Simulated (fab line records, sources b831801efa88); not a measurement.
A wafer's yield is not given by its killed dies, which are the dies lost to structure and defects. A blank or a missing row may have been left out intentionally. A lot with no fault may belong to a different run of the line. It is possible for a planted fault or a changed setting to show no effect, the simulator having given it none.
The same fault as seen by 2 desks -- flow sky130 -- every desk sees just its own numbers, and what lay behind them comes last

FROM THE METROLOGY DESK
What the gauges read, lot by lot, whatever tool the lot ran on: means of the sampled wafers that have a number. The brackets show how far a lot's mean lies from the usual mean; more than 4 standard deviations puts the lot out of limits, marked OUT.
Columns: A = FIELD_ISO_OXIDATION_01_THK at SKY_FIELD_ISO_THK_MEAS_23, usual 10.02 nm; B = FIELD_ISO_CVD_24_THK at SKY_FIELD_ISO_THK_MEAS_25, usual 594 nm; C = NWELL_OXIDATION_THK at SKY_NWELL_THK_MEAS_02, usual 9.96 nm; D = DNWELL_TW at SKY_DNWELL_TW_MEAS_09, usual 1115; E = PWDE_OVL at SKY_PWDE_OVL_MEAS_07, usual -0.1 nm; F = PWDE_TW at SKY_PWDE_TW_MEAS_10, usual 374.7
lot,first seen here,A,B,C,D,E,F
L318,day 3 00:22,9.81,598,10.16,1108,-1.1,374.4
L324,day 4 05:59,10.07,587,9.71,1116,0.9,374.3
L325,day 4 11:19,10.35,580,10.11,1116,-1.5,371.7
L331,day 5 20:16,9.97,602,9.64,1112,0.0,374.2
L334,day 6 11:15,10.03,592,9.87,1117,2.9,374.6
L338,day 7 07:01,10.06,603,9.69,1114,-0.3,373.3
This desk found nothing out of limits on any of the 6 lots.

TOOL OWNER'S DESK, wetBench-03
The tool's own readings at SKY_FIELD_ISO_WET_ETCH_30 (etches SiO2 in dHF, target depth 25 nm, time 50 s): means of the sampled wafers that have a number, for each lot that ran on this tool. The brackets show how far a lot's mean lies from the usual mean; more than 4 standard deviations puts the lot out of limits, marked OUT.
Columns: A = bathHeatDutyPct at SKY_FIELD_ISO_WET_ETCH_30, usual 6.2 %; B = tempC at SKY_FIELD_ISO_WET_ETCH_30, usual 25.00 C
lot,first seen here,A,B
L318,day 3 02:55,6.8,25.13
L324,day 4 09:37,21.2 (+21) OUT,36.02 (+99 or more) OUT
L325,day 4 13:53,19.5 (+19) OUT,36.11 (+99 or more) OUT
This desk's finding: out of limits on L324, L325; first on L324, day 4 09:37 (bathHeatDutyPct at SKY_FIELD_ISO_WET_ETCH_30). Within limits: L318.

TAKEN TOGETHER
On L324, L325, at day 4 09:37, an alarm was possible from the tool owner's desk.
Metrology desk: nothing out of limits seen.
The metrology desk has L324, L325 on record, within its limits.
On wetBench-03, each named lot ran SKY_FIELD_ISO_WET_ETCH_30.

WHAT WAS PUT IN BY THE SIMULATOR
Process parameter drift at SKY_FIELD_ISO_WET_ETCH_30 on wetBench-03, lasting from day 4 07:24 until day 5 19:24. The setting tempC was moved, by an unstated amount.
Lots struck among those shown: L324, L325.
Delay in hours, fault start to first out-of-limits reading, by desk: the tool owner's desk at 2.
